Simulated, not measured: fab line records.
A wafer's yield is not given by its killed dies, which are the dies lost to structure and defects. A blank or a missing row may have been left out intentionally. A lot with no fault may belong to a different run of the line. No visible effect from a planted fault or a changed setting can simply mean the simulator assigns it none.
The same fault as seen by 2 desks + flow sky130 + each desk holds nothing but its own numbers, with what lay behind them at the end

== THE METROLOGY DESK ==
What the gauges read for every lot (on any tool): the sampled wafers with a number, averaged. Any lot whose mean is over 4 standard deviations away from the usual mean is out of limits and marked OUT; that distance is given in the brackets.
Columns: A = VT_ADJUST_LVTN_OVL at SKY_VT_ADJUST_LVTN_OVL_MEAS_07, usual -0.2 nm
| lot  | first seen here | A    |
|------|-----------------|------|
| L817 | day 6 21:08     | -0.4 |
| L818 | day 7 05:37     | -0.4 |
| L819 | day 7 13:08     | -0.9 |
| L820 | day 7 21:49     | 2.2  |
| L821 | day 8 00:08     | -0.3 |
| L822 | day 8 08:52     | 1.1  |
| L824 | day 8 20:10     | 0.5  |
| L832 | day 10 21:08    | -0.6 |
| L836 | day 11 21:41    | -1.2 |
| L837 | day 12 05:19    | -1.9 |
| L839 | day 12 14:25    | -0.8 |
| L840 | day 12 21:40    | -1.1 |
Result from this desk: across the 12 lots, nothing is out of limits.

== FOR THE TOOL OWNER'S DESK: litho_track-04 ==
The tool's own readings at SKY_VT_ADJUST_LVTN_DEVELOP_06 (develop time 60 s): means of the sampled wafers that have a number, for each lot that ran on this tool. Any lot whose mean is over 4 standard deviations away from the usual mean is out of limits and marked OUT; that distance is given in the brackets.
Columns: A = developer_temp_C at SKY_VT_ADJUST_LVTN_DEVELOP_06, usual 23.01 C
| lot  | first seen here | A     |
|------|-----------------|-------|
| L820 | day 7 21:00     | 23.10 |
| L824 | day 8 20:00     | 22.98 |
| L831 | day 10 15:00    | 22.83 |
| L832 | day 10 20:00    | 23.06 |
Result from this desk: across the 4 lots, nothing is out of limits.

== TAKEN TOGETHER ==
From the metrology desk's view, nothing was out of limits.
The desk of the tool owner found nothing out of limits.

== WHAT THE SIMULATOR HAD INSERTED ==
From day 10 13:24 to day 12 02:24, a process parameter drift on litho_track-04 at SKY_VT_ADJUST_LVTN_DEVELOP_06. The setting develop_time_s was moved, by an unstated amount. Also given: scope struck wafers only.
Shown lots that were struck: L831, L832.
